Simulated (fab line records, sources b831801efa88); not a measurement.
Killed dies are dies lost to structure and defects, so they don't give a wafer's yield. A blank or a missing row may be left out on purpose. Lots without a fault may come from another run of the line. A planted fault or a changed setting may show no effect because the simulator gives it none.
fab line records | flow sky130
record lots=7 wafers=21 last_day=50
route steps=708 shown PWDE@53 NWELL@56 PAD_OPEN@708
lots that met no fault: from a run of the same line without faults
start_h: hours from the record's first day to the start of the lot's first wafer shown | wait_h: hours since the lot's step before | " the same as in the row above | L1.1+2: a row that stands for several wafers | - no value, or no start given | * or withheld: withheld | < > ~ a bound
route shown NAME@n: a module of which the file shows steps, and the number in the route of the first | usual: mean/standard deviation of fault-free wafers | same: alike in all rows | chamber/n: place in a boat | sites: the reading at each site | _std_site: their standard deviation | _edge_site: outer sites' mean less inner sites' | radius_mm: how far each site lies from the wafer's centre | mask NAME#n: copy n | behind: the tool/chamber that last shaped the wafer | hold: why the lot was held/for how many hours/how that ended | device: the transistor (n, p or np) that didn't switch | end of line: the same wafers' tests at the end of the route | a step without rows: its recipe alone | killed: dies lost to structure and defects at the first sort, not the wafer's yield | map: a wafer's dies, x killed, . not, _ none there
set.NAME: the setting as run; set.NAME@STEP: as run at that earlier step | model.NAME: the simulator's own value behind a step, which no gauge read
lots at some steps of the route; a table a step, a row a wafer
services: from which hour (start_h, from the record's first day; less than 0 if before it) a tool's chamber was out of use, for how many hours, and why
## steps
# step SKY_PWDE_IMPLANT_08
# recipe species=B energy_kev=150 dose_cm2=3.6e+12 tilt_deg=withheld
# step SKY_PWDE_STRIP_09
# recipe chemistry=O2/N2 power_w=1400 pressure_mtorr=1500 platen_temp_c=withheld o2_flow_sccm=3000 n2_flow_sccm=300 overash_fraction=0.5
# usual drypump_motor_current_A=5.8/0.46 o2_flow_sccm=3000/9.1 oes_product_au=0.723/0.0043 strip_time_to_endpoint_s=36.94/0.11
# columns lot.wafer tool chamber start_h wait_h drypump_motor_current_A o2_flow_sccm oes_product_au rf_hours_counter_h strip_time_to_endpoint_s
L162.1 plasma_asher-03 0 74.96 0.1 5.4 3001 0.723 39 36.89
L162.2 " 1 " " 6.4 2999 0.718 39 37.09
L162.3 " 0 " " 5.4 2994 0.728 - 37.00
L169.3 plasma_asher-02 0 121.56 0.1 5.8 2990 0.719 - 37.11
L169.4 " 1 " " 6.1 2990 0.721 - 37.13
L169.6 " 0 " " 5.9 2994 0.725 - 37.13
L171.1 plasma_asher-02 0 126.10 0.1 5.8 2991 0.718 49 37.07
L171.2 " 1 " " 6.1 3008 0.715 49 36.92
L171.4 " 0 " " 5.9 2985 0.715 - 37.01
L173.2 plasma_asher-03 0 137.51 0.1 5.4 3002 0.726 2 36.89
L173.5 " 0 " " 5.4 3001 0.727 - 36.78
L173.6 " 1 " " 6.4 3005 0.724 - 36.84
L176.1 plasma_asher-02 0 153.70 0.1 5.9 3002 0.736 52 36.83
L176.3 " 0 " " 5.9 2986 0.717 - 36.69
L176.6 " 1 " " 6.2 2978 0.728 - 36.87
L183.2 plasma_asher-03 0 210.17 0.1 5.4 2994 0.722 8 36.75
L183.4 " 1 " " 6.4 3008 0.719 - 36.85
L183.5 " 0 " " 5.4 3003 0.727 - 36.86
L184.4 plasma_asher-01 0 210.56 0.1 5.1 2998 0.722 - 36.92
L184.5 " 0 " " 5.2 2998 0.725 - 36.97
L184.6 " 1 " " 5.2 3003 0.720 - 37.03
# step SKY_PWDE_TW_MEAS_10
# usual PWDE_TW=372/3.8
# columns lot.wafer tool chamber start_h wait_h PWDE_TW
L162.1 film_metro-02 - 75.06 0.1 376
L162.2 " - " " 379
L162.3 " - " " 378
L169.3 film_metro-01 - 121.65 0.1 368
L169.4 " - " " 366
L169.6 " - " " 367
L171.1 film_metro-03 - 126.20 0.1 375
L171.2 " - " " 374
L171.4 " - " " 375
L173.2 film_metro-03 - 137.65 0.1 374
L173.5 " - " " 373
L173.6 " - " " 371
L176.1 film_metro-01 - 153.80 0.1 369
L176.3 " - " " 368
L176.6 " - " " 367
L183.2 film_metro-03 - 210.28 0.1 377
L183.4 " - " " 375
L183.5 " - " " 377
L184.4 film_metro-02 - 210.65 0.1 373
L184.5 " - " " 373
L184.6 " - " " 374
# step SKY_NWELL_DEHYDRATE_03
# recipe temp_c=200 time_s=60
# step SKY_NWELL_HMDS_04
# recipe prime_time_s=60 prime_temp_c=120
# step SKY_NWELL_COAT_05
# recipe spin_rpm=2000 resist_thk_nm=3000
# step SKY_NWELL_SOFTBAKE_06
# recipe temp_c=110 time_s=withheld
# step SKY_NWELL_EXPOSE_07
# recipe mask_id=NWM na=0.6 source_shape=conventional sigma_outer=0.6 polarization=unpolarized target_cd_nm=840 dose_mj=255
# step SKY_NWELL_PEB_08
# recipe temp_c=115 time_s=withheld
# step SKY_NWELL_DEVELOP_09
# recipe wall_angle_deg=90 developer=TMAH develop_time_s=60 dev_temp_c=23
# step SKY_NWELL_OVL_MEAS_10
# usual NWELL_00_OVL=-0.1/1.7
# columns lot.wafer tool chamber start_h wait_h NWELL_00_OVL[nm]
L162.1 overlay-01 - 91.71 - -1.7
L162.2 " - " " -2.2
L162.3 " - " " -0.9
L169.3 overlay-01 - 140.82 - 1.0
L169.4 " - " " 0.7
L169.6 " - " " 1.5
L171.1 overlay-01 - 144.76 - -1.5
L171.2 " - " " -0.7
L171.4 " - " " -1.9
L173.2 overlay-01 - 155.83 - -0.2
L173.5 " - " " 0.7
L173.6 " - " " 0.0
L176.1 overlay-01 - 173.06 - -0.6
L176.3 " - " " -0.1
L176.6 " - " " -0.6
L183.2 overlay-01 - 232.03 - -1.5
L183.4 " - " " 1.2
L183.5 " - " " 0.0
L184.4 overlay-01 - 232.39 - -1.0
L184.5 " - " " -0.5
L184.6 " - " " -1.2
# step SKY_NWELL_IMPLANT_11
# recipe species=P energy_kev=400 dose_cm2=1.9e+13 tilt_deg=withheld
# step SKY_NWELL_IMPLANT_12
# recipe species=P energy_kev=120 dose_cm2=1.3e+12 tilt_deg=withheld
# usual dose_ions_cm2=1.2999e+12/1.3e+09 faraday_current_uA=7.30/0.13
# columns lot.wafer tool chamber start_h wait_h dose_ions_cm2 faraday_current_uA
L162.1 implanter-01 0 91.90 0.1 1.2995e+12 7.44
L162.2 " 0 " " 1.3003e+12 7.50
L162.3 " 0 " " 1.2995e+12 7.35
L169.3 implanter-04 0 141.05 0.1 1.4096e+12 8.14
L169.4 " 0 " " 1.408e+12 7.72
L169.6 " 0 " " 1.409e+12 7.76
L171.1 implanter-04 0 144.95 0.1 1.4101e+12 7.82
L171.2 " 0 " " 1.4113e+12 8.12
L171.4 " 0 " " 1.4098e+12 7.88
L173.2 implanter-04 0 156.03 0.1 1.4088e+12 7.85
L173.5 " 0 " " 1.4063e+12 7.65
L173.6 " 0 " " 1.4071e+12 8.00
L176.1 implanter-02 0 173.25 0.1 1.2989e+12 7.41
L176.3 " 0 " " 1.3009e+12 7.35
L176.6 " 0 " " 1.2974e+12 7.63
L183.2 implanter-01 0 232.23 0.1 1.3006e+12 7.18
L183.4 " 0 " " 1.3025e+12 7.49
L183.5 " 0 " " 1.3002e+12 7.53
L184.4 implanter-04 0 232.63 0.1 1.2984e+12 7.31
L184.5 " 0 " " 1.3015e+12 7.32
L184.6 " 0 " " 1.3001e+12 7.45
# step SKY_NWELL_IMPLANT_13
# recipe species=P energy_kev=50 dose_cm2=7e+11 tilt_deg=withheld
# step SKY_PAD_OPEN_PROBE_99
# usual killed_at_M0_to_M3=43/6.6 killed_at_M4_up=3.1/1.6 killed_at_contacts=23/5.6 killed_at_front_end=15/4.2 killed_at_other=0.2/0.43 killed_dies=85/9.3 killed_open=46/6.6 killed_short=39/6.2
# same gross_dies=492 killed_at_back_side=0
# columns lot.wafer tool chamber start_h wait_h killed_at_M0_to_M3 killed_at_M4_up killed_at_contacts killed_at_front_end killed_at_other killed_dies killed_open killed_short model.etest.pfet_g5v0d10v5.off_log10_a_um model.etest.pfet_16v.vt_v model.etest.pfet_g5v0d10v5.vt_long_v model.etest.pfet_01v8_lvt.vt_sat_v model.etest.pfet_01v8_lvt.vt_v model.etest.pfet_01v8_lvt.vt_long_v
L162.1 prober-02 - 1066.39 0.1 49 0 22 18 1 90 56 34 -12.75 -1.123 -0.9456 -0.4786 -0.5629 -0.6783
L162.2 prober-02 - 1066.44 0.1 52 3 20 16 0 91 48 43 -12.85 -1.123 -0.9515 -0.4842 -0.5659 -0.678
L162.3 prober-02 - 1066.49 0.2 39 4 14 12 0 69 33 36 -12.97 -1.122 -0.9485 -0.4816 -0.5662 -0.6817
L169.3 prober-01 - 1121.28 0.2 34 4 25 15 1 79 38 41 -12.92 -1.133 -0.953 -0.4711 -0.5612 -0.6744
L169.4 prober-01 - 1121.33 0.2 33 3 23 19 0 78 42 36 -13.14 -1.131 -0.9526 -0.4698 -0.5575 -0.674
L169.6 prober-01 - 1121.43 0.2 45 9 19 16 0 89 42 47 -12.74 -1.126 -0.9469 -0.4694 -0.5546 -0.668
L171.1 prober-02 - 1131.02 0.1 47 2 20 8 0 77 50 27 -12.74 -1.117 -0.946 -0.4547 -0.5448 -0.6626
L171.2 prober-02 - 1131.07 0.1 53 2 22 16 0 93 47 46 -12.62 -1.126 -0.9509 -0.4524 -0.5473 -0.6616
L171.4 prober-02 - 1131.17 0.2 47 5 27 11 0 90 42 48 -12.94 -1.125 -0.9527 -0.4515 -0.5467 -0.6631
L173.2 prober-01 - 1141.30 0.1 49 3 28 16 0 96 55 41 -12.75 -1.1 -0.9245 -0.4541 -0.5465 -0.6686
L173.5 prober-01 - 1141.45 0.2 39 1 22 12 0 74 41 33 -12.67 -1.112 -0.9361 -0.4676 -0.5554 -0.6724
L173.6 prober-01 - 1141.50 0.2 43 4 29 7 0 83 45 38 -12.39 -1.094 -0.9195 -0.4615 -0.5497 -0.665
L176.1 prober-01 - 1172.93 0.1 48 1 19 18 0 86 49 37 -12.45 -1.095 -0.9265 -0.429 -0.523 -0.6467
L176.3 prober-01 - 1173.03 0.2 39 5 28 10 1 83 43 40 -12.49 -1.085 -0.9186 -0.4328 -0.5285 -0.6469
L176.6 prober-01 - 1173.18 0.2 39 4 15 14 0 72 36 36 -12.49 -1.084 -0.9175 -0.4257 -0.5213 -0.641
L183.2 prober-02 - 1199.90 0.1 35 2 26 7 0 70 33 37 -12.45 -1.086 -0.917 -0.4223 -0.5163 -0.6373
L183.4 prober-02 - 1200.00 0.2 41 2 29 13 0 85 45 40 -12.44 -1.084 -0.9218 -0.4153 -0.5081 -0.6329
L183.5 prober-02 - 1200.05 0.2 33 4 32 17 1 87 45 42 -12.5 -1.076 -0.909 -0.4078 -0.506 -0.6303
L184.4 prober-02 - 1204.54 0.2 30 1 26 19 0 76 46 30 -12.46 -1.111 -0.9465 -0.4497 -0.5414 -0.6596
L184.5 prober-02 - 1204.59 0.2 38 5 16 16 0 75 40 35 -12.7 -1.109 -0.9395 -0.4514 -0.5405 -0.657
L184.6 prober-02 - 1204.64 0.2 40 2 13 13 1 69 40 29 -12.73 -1.114 -0.945 -0.4552 -0.5445 -0.6597
# killed by level:class
L162.1 VIA1:geometric_particle:open=13 CONTACT:geometric_particle:open=9 POLY_GATE:geometric_particle:open=7 METAL1:geometric_particle:short=7 VIA2:geometric_particle:open=7 VIA3:geometric_particle:open=6 CONTACT:geometric_particle:short=5 LOCAL_INTERCONNECT:geometric_particle:short=4
L162.2 VIA1:geometric_particle:short=8 VIA1:geometric_particle:open=8 FIELD_ISO:geometric_particle:open=7 LI_CONTACT:geometric_particle:open=7 METAL1:geometric_particle:short=7 VIA2:geometric_particle:open=7 VIA3:geometric_particle:open=6 LI_CONTACT:geometric_particle:short=5
L162.3 VIA1:geometric_particle:open=10 LI_CONTACT:geometric_particle:open=6 METAL1:geometric_particle:short=6 CONTACT:geometric_particle:open=5 VIA1:geometric_particle:short=5 METAL2:geometric_particle:short=5 VIA3:geometric_particle:open=5 VIA3:geometric_particle:short=4
L169.3 CONTACT:geometric_particle:open=10 LOCAL_INTERCONNECT:geometric_particle:short=7 VIA3:geometric_particle:open=7 METAL1:geometric_particle:short=6 FIELD_ISO:geometric_particle:open=5 METAL3:geometric_particle:short=5 VIA1:geometric_particle:open=4 METAL2:geometric_particle:short=4
L169.4 CONTACT:geometric_particle:open=10 VIA1:geometric_particle:open=8 METAL1:geometric_particle:short=7 POLY_GATE:geometric_particle:short=6 POLY_GATE:geometric_particle:open=5 CONTACT:geometric_particle:short=5 FIELD_ISO:geometric_particle:open=4 LI_CONTACT:geometric_particle:open=4
L169.6 METAL2:geometric_particle:short=8 LI_CONTACT:geometric_particle:open=7 CONTACT:geometric_particle:open=6 VIA1:geometric_particle:open=6 VIA1:geometric_particle:short=6 FIELD_ISO:geometric_particle:open=5 VIA2:geometric_particle:open=5 VIA3:geometric_particle:open=5
L171.1 VIA1:geometric_particle:open=11 CONTACT:geometric_particle:open=9 LI_CONTACT:geometric_particle:open=8 METAL1:geometric_particle:short=8 VIA3:geometric_particle:open=8 METAL2:geometric_particle:short=6 VIA2:geometric_particle:open=5 POLY_GATE:geometric_particle:short=2
L171.2 VIA1:geometric_particle:open=9 CONTACT:geometric_particle:open=9 POLY_GATE:geometric_particle:short=7 VIA1:geometric_particle:short=7 METAL2:geometric_particle:short=7 VIA3:geometric_particle:open=7 LI_CONTACT:geometric_particle:open=6 VIA2:geometric_particle:open=6
L171.4 LOCAL_INTERCONNECT:geometric_particle:short=9 VIA1:geometric_particle:open=8 VIA2:geometric_particle:short=7 LI_CONTACT:geometric_particle:open=6 CONTACT:geometric_particle:open=6 VIA3:geometric_particle:open=6 VIA2:geometric_particle:open=6 FIELD_ISO:geometric_particle:open=5
L173.2 VIA3:geometric_particle:open=14 VIA1:geometric_particle:open=11 CONTACT:geometric_particle:open=10 METAL1:geometric_particle:short=6 FIELD_ISO:geometric_particle:short=5 LI_CONTACT:geometric_particle:open=5 LOCAL_INTERCONNECT:geometric_particle:short=5 VIA1:geometric_particle:short=4
L173.5 VIA3:geometric_particle:open=9 CONTACT:geometric_particle:open=8 VIA1:geometric_particle:open=6 METAL2:geometric_particle:short=5 VIA2:geometric_particle:open=4 LI_CONTACT:geometric_particle:open=4 LOCAL_INTERCONNECT:geometric_particle:short=4 METAL1:geometric_particle:short=4
L173.6 CONTACT:geometric_particle:open=11 VIA1:geometric_particle:open=11 VIA2:geometric_particle:open=9 CONTACT:geometric_particle:short=6 LI_CONTACT:geometric_particle:open=5 METAL3:geometric_particle:short=5 METAL1:geometric_particle:short=4 LI_CONTACT:geometric_particle:short=4
L176.1 VIA1:geometric_particle:open=11 VIA3:geometric_particle:open=8 METAL1:geometric_particle:short=7 LI_CONTACT:geometric_particle:open=6 CONTACT:geometric_particle:open=6 FIELD_ISO:geometric_particle:short=4 POLY_GATE:geometric_particle:open=4 METAL3:geometric_particle:short=4
L176.3 CONTACT:geometric_particle:open=10 VIA1:geometric_particle:open=9 LI_CONTACT:geometric_particle:open=6 LOCAL_INTERCONNECT:geometric_particle:short=6 VIA2:geometric_particle:open=6 POLY_GATE:geometric_particle:short=4 VIA3:geometric_particle:open=4 VIA2:geometric_particle:short=4
L176.6 VIA1:geometric_particle:open=8 METAL2:geometric_particle:short=7 VIA1:geometric_particle:short=6 FIELD_ISO:geometric_particle:open=5 SPACER:geometric_particle:short=4 LI_CONTACT:geometric_particle:open=4 LOCAL_INTERCONNECT:geometric_particle:short=4 METAL2:geometric_particle:open=4
L183.2 CONTACT:geometric_particle:open=10 VIA1:geometric_particle:open=8 LOCAL_INTERCONNECT:geometric_particle:short=6 VIA2:geometric_particle:open=6 FIELD_ISO:geometric_particle:short=5 CONTACT:geometric_particle:short=4 METAL2:geometric_particle:short=4 VIA3:geometric_particle:open=4
L183.4 CONTACT:geometric_particle:open=15 VIA2:geometric_particle:open=7 VIA3:geometric_particle:open=7 CONTACT:geometric_particle:short=6 METAL3:geometric_particle:short=6 FIELD_ISO:geometric_particle:open=5 FIELD_ISO:geometric_particle:short=5 VIA2:geometric_particle:short=5
L183.5 CONTACT:geometric_particle:open=13 CONTACT:geometric_particle:short=8 VIA2:geometric_particle:open=7 LOCAL_INTERCONNECT:geometric_particle:short=6 LI_CONTACT:geometric_particle:open=5 VIA1:geometric_particle:short=5 VIA1:geometric_particle:open=5 FIELD_ISO:geometric_particle:short=4
L184.4 VIA1:geometric_particle:open=9 CONTACT:geometric_particle:open=7 CONTACT:geometric_particle:short=6 VIA2:geometric_particle:open=6 POLY_GATE:geometric_particle:short=5 FIELD_ISO:geometric_particle:open=4 FIELD_ISO:geometric_particle:short=4 LI_CONTACT:geometric_particle:open=4
L184.5 METAL2:geometric_particle:short=10 VIA1:geometric_particle:open=9 VIA3:geometric_particle:open=8 POLY_GATE:geometric_particle:short=6 METAL1:geometric_particle:short=5 CONTACT:geometric_particle:open=5 FIELD_ISO:geometric_particle:open=4 LI_CONTACT:geometric_particle:open=4
L184.6 VIA1:geometric_particle:open=16 VIA1:geometric_particle:short=6 POLY_GATE:geometric_particle:short=5 VIA2:geometric_particle:open=5 METAL1:geometric_particle:short=4 LI_CONTACT:geometric_particle:open=3 CONTACT:geometric_particle:open=3 METAL2:geometric_particle:short=3
## services
# columns tool chamber start_h hours kind
implanter-01 - 75.02 0.6 repair
implanter-04 - 82.48 5.8 repair
implanter-01 - 87.77 2.5 repair
plasma_asher-01 - 102.54 28.1 pm
plasma_asher-03 - 108.75 9.0 pm
plasma_asher-03 0 108.75 9.0 vent_cycle
plasma_asher-03 1 108.75 9.0 vent_cycle
plasma_asher-03 0 117.75 - clean
plasma_asher-03 1 117.75 - clean
implanter-01 - 125.53 1.8 repair
implanter-02 - 125.92 4.7 pm
implanter-01 - 133.93 6.3 pm
implanter-02 - 152.98 4.2 pm
plasma_asher-01 - 159.40 2.5 repair
implanter-02 - 165.81 1.4 repair
plasma_asher-03 - 173.69 13.6 repair
implanter-01 - 220.70 0.8 repair
## key
first_sign step=SKY_NWELL_IMPLANT_12 reading=dose_ions_cm2 direction=up sigmas=85 usual=* struck=*
effect step=SKY_NWELL_IMPLANT_12 reading=faraday_current_uA direction=up sigmas=4.4 usual=7.30 struck=7.88
model_effect step=SKY_PAD_OPEN_PROBE_99 value=etest.pfet_g5v0d10v5.off_log10_a_um without=-12.37 struck=-12.77
met_at SKY_NWELL_IMPLANT_12
struck_wafers L169.3,L169.4,L169.6,L171.1,L171.2,L171.4,L173.2,L173.5,L173.6
tester_left_out L169,L171,L173
fault kind=process_parameter_drift tool=implanter-04 chamber=- onset_h=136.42 steps=SKY_NWELL_IMPLANT_12 channel=dose_cm2 offset=* shape=step end_h=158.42 acts_in=* stated=*
# tester_left_out: of these lots the tester's yield and bins aren't shown, on N5 and GAA mostly nor the transistor test; their killed dies are dies lost to structure and defects alone, not to doping, threshold or leakage, so they don't give the yield
